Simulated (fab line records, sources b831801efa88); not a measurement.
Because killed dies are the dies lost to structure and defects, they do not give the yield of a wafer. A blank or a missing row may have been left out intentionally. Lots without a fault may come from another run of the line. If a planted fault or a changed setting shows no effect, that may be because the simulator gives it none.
Chamber matching | flow gf180mcu | pecvd-03 running GF_SAB_CVD_00: 3 sister chambers
The step deposits SiO2 from TEOS, target thk 50 nm, time 4.9302 s. 18 wafers are shown with their chamber, then 9 later ones without.

== WAFERS WITH THEIR CHAMBER ==
wafer  | chamber | heaterPowerOuterW (W) | heaterPowerW (W)
L825.1 | 1       | 389                   | 696
L825.4 | 0       | 440                   | 741
L825.6 | 1       | 385                   | 696
L827.1 | 1       | 301                   | 580
L827.5 | 0       | 376                   | 622
L827.6 | 1       | 307                   | 577
L835.1 | 1       | 352                   | 641
L835.5 | 0       | 354                   | 598
L835.6 | 1       | 358                   | 628
L839.3 | 2       | 350                   | 596
L839.5 | 1       | 382                   | 695
L839.6 | 0       | 371                   | 625
L840.1 | 2       | 358                   | 609
L840.3 | 0       | 396                   | 667
L840.4 | 0       | 398                   | 668
L843.1 | 0       | 417                   | 690
L843.3 | 2       | 351                   | 603
L843.4 | 2       | 342                   | 612

SIGNATURES (means of the wafers above)
reading           | chamber 0 | chamber 1 | chamber 2 | scatter within a chamber
heaterPowerOuterW | 393.14    | 353.43    | 350.25    | 29.7
heaterPowerW      | 658.71    | 644.71    | 605.00    | 45.5
Rule: a wafer's distance from a chamber is the root of the sum, over the readings, of the square of ((its reading less the chamber's mean) divided by the reading's scatter). If the next closest chamber is less than 2 further off than the closest, the wafer can't be placed; otherwise it belongs to the closest. How the scatter is found: for the shown wafers, subtract from each reading the mean of its chamber, square and add these, divide the total by (wafers less chambers), then take the root.

== WAFERS WITH NO CHAMBER GIVEN ==
wafer  | heaterPowerOuterW (W) | heaterPowerW (W)
L844.1 | 340                   | 594
L844.3 | 340                   | 613
L844.4 | 344                   | 582
L845.1 | 417                   | 695
L845.4 | 373                   | 653
L845.6 | 347                   | 576
L846.3 | 414                   | 692
L846.4 | 382                   | 673
L846.5 | 339                   | 588

== WHICH CHAMBER EACH ONE RAN IN ==
wafer  | from the rows above          | in truth
L844.1 | can't be placed: 2 or 1 or 0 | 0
L844.3 | can't be placed: 2 or 1 or 0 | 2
L844.4 | can't be placed: 2 or 1 or 0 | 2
L845.1 | can't be placed: 0 or 1 or 2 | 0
L845.4 | can't be placed: 1 or 0 or 2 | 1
L845.6 | can't be placed: 2 or 1 or 0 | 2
L846.3 | can't be placed: 0 or 1 or 2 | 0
L846.4 | can't be placed: 0 or 1 or 2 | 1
L846.5 | can't be placed: 2 or 1 or 0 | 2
Correct placement for 0 of the 9. These rows do not allow placing 9 (true chamber among the candidates in 9). Number placed wrongly: 0.
